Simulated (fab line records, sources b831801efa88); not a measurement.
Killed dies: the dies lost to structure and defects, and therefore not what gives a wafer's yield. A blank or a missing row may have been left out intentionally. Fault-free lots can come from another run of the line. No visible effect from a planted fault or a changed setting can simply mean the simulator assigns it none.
One fault seen from 2 desks -- flow sky130 -- numbers are kept per desk, each desk with only its own; the story behind them comes last

## THE METROLOGY DESK
Means of the sampled wafers that have a number, per lot and without regard to the tool the lot ran on: this is what the gauges read. If a lot's mean is further than 4 standard deviations from the usual mean, the lot is out of limits and carries the mark OUT (the distance appears in the brackets).
Columns: A = VIA3_W_RS at SKY_VIA3_RS_MEAS_22, usual 0.296 ohm/sq; B = VIA3_W_THK at SKY_VIA3_THK_MEAS_23, usual 378 nm
lot,first seen here,A,B
L367,day 41 17:45,0.294,373
L370,day 42 07:34,0.296,376
L375,day 42 10:28,0.296,374
L378,day 42 16:50,0.291,383
L383,day 47 18:21,0.298,380
L388,day 48 00:49,0.298,375
This desk found nothing out of limits on any of the 6 lots.

## THE TOOL OWNER'S DESK: pvdSputter-04
At SKY_METAL4_SPUTTER_04 (material TiN, target thk 70 nm, time 58.3 s) the tool's own readings: per lot run on this tool, the mean of the sampled wafers that have a number. If a lot's mean is further than 4 standard deviations from the usual mean, the lot is out of limits and carries the mark OUT (the distance appears in the brackets).
Columns: A = chamberPressurePa at SKY_METAL4_SPUTTER_04, usual 0.4000 Pa; B = throttleValvePct at SKY_METAL4_SPUTTER_04, usual 29.8 %
lot,first seen here,A,B
L367,day 41 18:20,0.4001,30.8
L375,day 42 11:02,0.3997,30.9
L378,day 42 17:26,0.3990,30.8
L383,day 47 18:53,0.3998,30.7
L388,day 48 01:23,0.4009,29.6
This desk found nothing out of limits on any of the 5 lots.

## BROUGHT TOGETHER
Metrology desk: nothing out of limits seen.
Nothing out of limits was seen by the tool owner's desk.

## WHAT THE SIMULATOR HAD INSERTED
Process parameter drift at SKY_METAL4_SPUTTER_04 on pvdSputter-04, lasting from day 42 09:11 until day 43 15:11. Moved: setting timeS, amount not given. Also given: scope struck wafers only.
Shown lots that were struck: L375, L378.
